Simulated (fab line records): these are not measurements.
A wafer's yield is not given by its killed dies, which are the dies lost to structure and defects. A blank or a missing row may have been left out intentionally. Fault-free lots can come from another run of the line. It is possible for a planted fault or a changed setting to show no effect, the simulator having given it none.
The same fault as seen by 2 desks ; flow sky130 ; numbers are kept per desk, each desk with only its own; the story behind them comes last

== FROM THE METROLOGY DESK ==
Means of the sampled wafers that have a number, per lot and without regard to the tool the lot ran on: this is what the gauges read. A lot is out of limits, marked OUT, if its mean lies more than 4 standard deviations from the usual mean; the brackets give that distance.
Columns: A = NWELL_01_OVL at SKY_NWELL_OVL_MEAS_23, usual 0.2 nm; B = VT_ADJUST_HVTP_TW at SKY_VT_ADJUST_HVTP_TW_MEAS_11, usual 1356; C = VT_ADJUST_LVTN_OVL at SKY_VT_ADJUST_LVTN_OVL_MEAS_07, usual 1.8 nm; D = VT_ADJUST_NCORE_TW at SKY_VT_ADJUST_NCORE_TW_MEAS_11, usual 219.9
lot;first seen here;A;B;C;D
L194;day 5 08:52;0.6;1350;3.0;219.0
L195;day 5 14:04;0.1;1351;-0.4;223.5
L197;day 6 04:07;1.1;1331;3.7;222.2
L198;day 6 08:00;0.9;1379;3.8;217.6
L200;day 6 21:25;-0.0;1339;1.5;218.9
L201;day 7 04:14;1.0;1379;4.1;224.2
L202;day 7 05:59;0.4;1381;1.4;223.2
L203;day 7 11:01;0.6;1350;1.2;218.8
L205;day 8 02:06;-0.9;1331;2.9;218.6
L206;day 8 06:04;1.1;1373;-0.3;218.8
L208;day 8 21:13;-1.3;1375;0.8;218.1
L213;day 10 02:58;-0.1;1381;1.2;228.9
L215;day 10 19:02;-0.2;1385;0.0;228.2
This desk found nothing out of limits on any of the 13 lots.

== AT THE TOOL OWNER'S DESK: implanter-04 ==
For each lot that ran on this tool, the mean over its sampled wafers that have a number, from the tool's own readings at SKY_VT_ADJUST_NCORE_IMPLANT_09. A lot is out of limits, marked OUT, if its mean lies more than 4 standard deviations from the usual mean; the brackets give that distance.
Columns: A = beam_energy_keV at SKY_VT_ADJUST_NCORE_IMPLANT_09, usual 10.000; B = beam_on_s at SKY_VT_ADJUST_NCORE_IMPLANT_09, usual 9.99 s
lot;first seen here;A;B
L194;day 8 14:44;10.007;9.81
L203;day 11 01:43;10.004;9.95
L205;day 11 21:12;10.003;10.03
L206;day 12 00:17;10.000;10.14
L213;day 14 04:08;12.301 (+99 or more) OUT;9.84
L215;day 14 22:28;12.304 (+99 or more) OUT;9.93
Finding of this desk: L213, L215 out of limits; the first was L213 at day 14 04:08, on beam_energy_keV at SKY_VT_ADJUST_NCORE_IMPLANT_09. Within limits: L194, L203, L205, L206.

== TAKEN TOGETHER ==
An alarm could have come from the tool owner's desk at day 14 04:08, on L213, L215.
Nothing out of limits was seen by the metrology desk.
The metrology desk holds a record of L213, L215, inside its limits.
On implanter-04, each named lot ran SKY_VT_ADJUST_NCORE_IMPLANT_09.

== WHAT THE SIMULATOR HAD PUT IN ==
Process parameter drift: implanter-04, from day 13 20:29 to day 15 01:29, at SKY_VT_ADJUST_NCORE_IMPLANT_09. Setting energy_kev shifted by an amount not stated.
Struck lots among those shown: L213, L215.
Each desk's first reading out of limits, in hours after the fault started: the tool owner's desk, 8.
